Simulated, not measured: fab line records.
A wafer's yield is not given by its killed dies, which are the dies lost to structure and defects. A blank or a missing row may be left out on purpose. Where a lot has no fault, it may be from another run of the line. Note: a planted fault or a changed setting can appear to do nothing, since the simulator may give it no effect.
Matching of chambers + flow sky130 + 4 sister chambers for SKY_LI_CONTACT_ETCH_15 on rie-diel-01
The step etches PSG in C4F8/O2/Ar, stops on Si, target depth 600 nm. 4 wafers are shown with their chamber, then 10 later ones without.

== WAFERS WITH THEIR CHAMBER ==
| wafer  | chamber | oes-product-au (a.u.) |
|--------|---------|-----------------------|
| L079.1 | 1       | 0.836                 |
| L079.5 | 2       | 0.832                 |
| L085.1 | 0       | 0.836                 |
| L085.3 | 3       | 0.830                 |

== WAFERS MISSING THEIR CHAMBER ==
| wafer  | oes-product-au (a.u.) |
|--------|-----------------------|
| L085.6 | 0.844                 |
| L092.1 | 0.843                 |
| L092.2 | 0.839                 |
| L092.3 | 0.841                 |
| L092.4 | 0.834                 |
| L092.5 | 0.832                 |
| L092.6 | 0.836                 |
| L095.1 | 0.836                 |
| L095.2 | 0.835                 |
| L095.3 | 0.835                 |

== WHICH CHAMBER EACH ONE RAN IN ==
| wafer  | from the rows above               | in truth |
|--------|-----------------------------------|----------|
| L085.6 | can't be placed: 0 or 1 or 2 or 3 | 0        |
| L092.1 | can't be placed: 0 or 1 or 2 or 3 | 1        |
| L092.2 | can't be placed: 0 or 1 or 2 or 3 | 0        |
| L092.3 | can't be placed: 0 or 1 or 2 or 3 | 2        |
| L092.4 | can't be placed: 0 or 1 or 2 or 3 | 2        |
| L092.5 | can't be placed: 2 or 3 or 0 or 1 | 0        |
| L092.6 | can't be placed: 0 or 1 or 2 or 3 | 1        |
| L095.1 | can't be placed: 0 or 1 or 2 or 3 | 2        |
| L095.2 | can't be placed: 0 or 1 or 2 or 3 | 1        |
| L095.3 | can't be placed: 0 or 1 or 2 or 3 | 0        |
Correct placement for 0 of the 10. Unplaceable from these rows: 10, with the true chamber sitting among the candidates in 10. Placed wrongly: 0.
How it was worked out, from the rows above alone: a wafer's distance from a chamber is the root of the sum, over the readings, of the square of ((its reading less the chamber's mean) divided by the reading's scatter). The wafer belongs to the nearest chamber; if the next one is less than 2 further off, it can't be placed. Each chamber's mean is taken over the wafers shown for it. The scatter: with one shown wafer a chamber, the root of the mean of the squares of how far each hidden wafer lies from its nearest shown one.
